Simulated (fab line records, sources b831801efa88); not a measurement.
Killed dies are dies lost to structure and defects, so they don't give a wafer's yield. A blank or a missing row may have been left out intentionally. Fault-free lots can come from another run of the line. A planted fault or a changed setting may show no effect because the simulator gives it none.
Comparing a struck lot with a sound one :: flow sky130 :: 14 steps out of a route of 708
Sound: wafers L475.3, L475.5, L475.6. Wafers struck: L471.1, L471.2, L471.5. At the end, the cause is stated.
For every step that has rows: the tool of each side, followed by ch and its chambers, followed by its first start. Under that, the readings that differ: sound wafers :: struck wafers :: difference of the means :: sigmas: that difference in standard deviations of wafers without a fault.
alike: readings with means less than 2 such deviations apart, plus words and numbers identical on both sides. not compared: withheld readings, readings lacking a value on some wafer, bounds such as >300 that could conceal the same value, and numbers that have no deviation in the record and whose values overlap.
Wherever a step has rows on one side only, a row that says differs or no value, or a row with sigmas, the two part there. Numbers that don't overlap but have no deviation are shown without sigmas and don't part them. A reading that every wafer of one side lacks parts them only if that side has two wafers or more.

SKY_METAL1_SPUTTER_02: material AlCu, target thk 250 nm, time 13.3 s.
  struck on pvdSputter-01, day 35 09:02; sound on pvdSputter-01, day 37 02:04
  alike: throttleValvePct
SKY_METAL1_SPUTTER_03: material Ti, target thk 5 nm, time 3.3 s.
  struck on pvdSputter-01, day 35 09:04; sound on pvdSputter-01, day 37 02:05
  alike: throttleValvePct
SKY_METAL1_SPUTTER_04: material TiN, target thk 70 nm, time 58.3 s.
  struck on pvdSputter-01, day 35 09:05; sound on pvdSputter-01, day 37 02:06
  alike: throttleValvePct
SKY_METAL1_RS_MEAS_05: a four-point-probe measurement.
  struck on filmMetro-01, day 35 09:08; sound on filmMetro-01, day 37 02:11
  alike: METAL1_ALCU_RS
SKY_METAL1_THK_MEAS_06: measures by xrf.
  struck on filmMetro-01, day 35 09:15; sound on filmMetro-01, day 37 02:17
  alike: METAL1_ALCU_THK
then, 7 steps without rows for these wafers: SKY_METAL1_DEHYDRATE_07 (time 60 s); SKY_METAL1_HMDS_08 (prime time 60 s); SKY_METAL1_COAT_09 (resist thk 60 nm); SKY_METAL1_COAT_10 (resist thk 450 nm); SKY_METAL1_SOFTBAKE_11 (time 90 s); SKY_METAL1_EXPOSE_12 (exposes mask MM1, target cd 140 nm); SKY_METAL1_PEB_13.
SKY_METAL1_DEVELOP_14: develop time 60 s.
  struck on lithoTrack-01, day 36 10:00; sound on lithoTrack-01 ch 0, day 38 05:00
  no value came back on the struck wafers for chillPlateTempC (C), developTimeS (s), developerTempC (C), exhaustPa (Pa); on the sound wafers chillPlateTempC (C) reads 22.95 22.97 23.04
reading: model.KrF-thick_of_METAL1_COAT_10.thkNm (nm)
sound: 435.8 435.4 435.9
struck: 454.1 453.9 455.2
difference: +18.7
sigmas: 
SKY_METAL1_CD_MEAS_15: the cd target is 140 nm.
  struck on cdSem-02, day 36 11:06; sound on cdSem-02, day 38 05:08
reading: cdNm (nm)
sound: 140.6 140.6 141.0
struck: - - -
difference: no value on the struck wafers
sigmas: 

== WHERE THEY PART ==
First at SKY_METAL1_DEVELOP_14; last, within this record, at SKY_METAL1_CD_MEAS_15.

WHY: what had been put in by the simulator
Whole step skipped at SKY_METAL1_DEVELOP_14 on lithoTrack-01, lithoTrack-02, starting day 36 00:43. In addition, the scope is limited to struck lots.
